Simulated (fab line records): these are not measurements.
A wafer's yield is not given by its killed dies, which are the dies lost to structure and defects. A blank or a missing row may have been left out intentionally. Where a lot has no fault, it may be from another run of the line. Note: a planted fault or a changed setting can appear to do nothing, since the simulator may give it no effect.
Code-filled problem report in 8D (eight disciplines) form -- flow sfq-line -- the parts of the form that need people (team, actions taken, sign-off) are left out

1. WHAT IS WRONG
At SFQ_TRILAYER_I4_VIA_LITHO_EXPOSE_104, exposure-dose-mJ-cm2 averages 20.595 over 12 wafers from 4 lots, while fault-free wafers read 21.300, standard deviation 0.019. Measured from the usual mean, that is -37 standard deviations.
The step: exposes mask I4, target cd 700 nm.
First seen on wafer L371.1, day 59 23:59, on krf-scanner-01. At this step, 48 wafers from 16 lots have a number in the record. Rule for "out" (also "out of limits"): further than 4 standard deviations from the usual mean. The rest of the wafers with a number are treated as sound.

2. WHAT IT IS AND WHAT IT IS NOT
question,is,is not
which readings at this step,exposure-dose-mJ-cm2,-
which lots,"L371, L378, L379, L380","L364, L365, L366, L367, L368, L369, L370, L372, L374, L385, L386, L387"
which wafers of those lots,all that have a number,-
read on which tools,krf-scanner-01,krf-scanner-02
when,from day 59 23:59,"up to then (21 sound wafers); but 15 sound wafers of L372, L374, L385, L386, L387 came after"

3. WHAT RULES OUT EACH SUSPECT
Counting: a tool at a process step up to the reading stays a suspect if it ran every lot that is out and no sound lot after the first of them.
- krf-scanner-01 at SFQ_TRILAYER_I4_VIA_LITHO_EXPOSE_104 (exposes mask I4, target cd 700 nm): kept. Every lot that is out went through it, starting with L371 (day 59 23:59), and after that it ran no sound lot; the last sound lot it ran before then is L370 (day 59 19:11). Its own readings are out on those wafers: exposure-dose-mJ-cm2.
After counting, what remains is krf-scanner-01 at SFQ_TRILAYER_I4_VIA_LITHO_EXPOSE_104.

4. THE CAUSE (what the simulator had put in)
Process parameters drifting: krf-scanner-01 at SFQ_TRILAYER_I4_VIA_LITHO_EXPOSE_104, beginning at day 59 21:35. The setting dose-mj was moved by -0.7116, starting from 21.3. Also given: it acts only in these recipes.
This tool alone remained once counting was done.

5. SEQUENCE OF EFFECTS, ordered by route
Rows list readings where the struck wafers' mean (over those with a number) sits beyond 3 standard deviations from the usual. Scope: only readings with a usual standard deviation given in the record; hours: median across lots of the time from each lot's start at the first step in this table that gives one to its start at this step; sigmas: change in usual standard deviations.
hours,step,reading,usual,on struck wafers,change,sigmas
0,SFQ_TRILAYER_I4_VIA_LITHO_EXPOSE_104,exposure-dose-mJ-cm2,21.300,20.595,-0.705,-37
It contains these process steps:
- SFQ_TRILAYER_I4_VIA_LITHO_EXPOSE_104: exposes mask I4, target cd 700 nm.

6. HOW IT WOULD HAVE BEEN CAUGHT EARLIER
In this record no reading fell out of limits until day 59 23:59, 2 hours after the fault had begun at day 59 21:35.
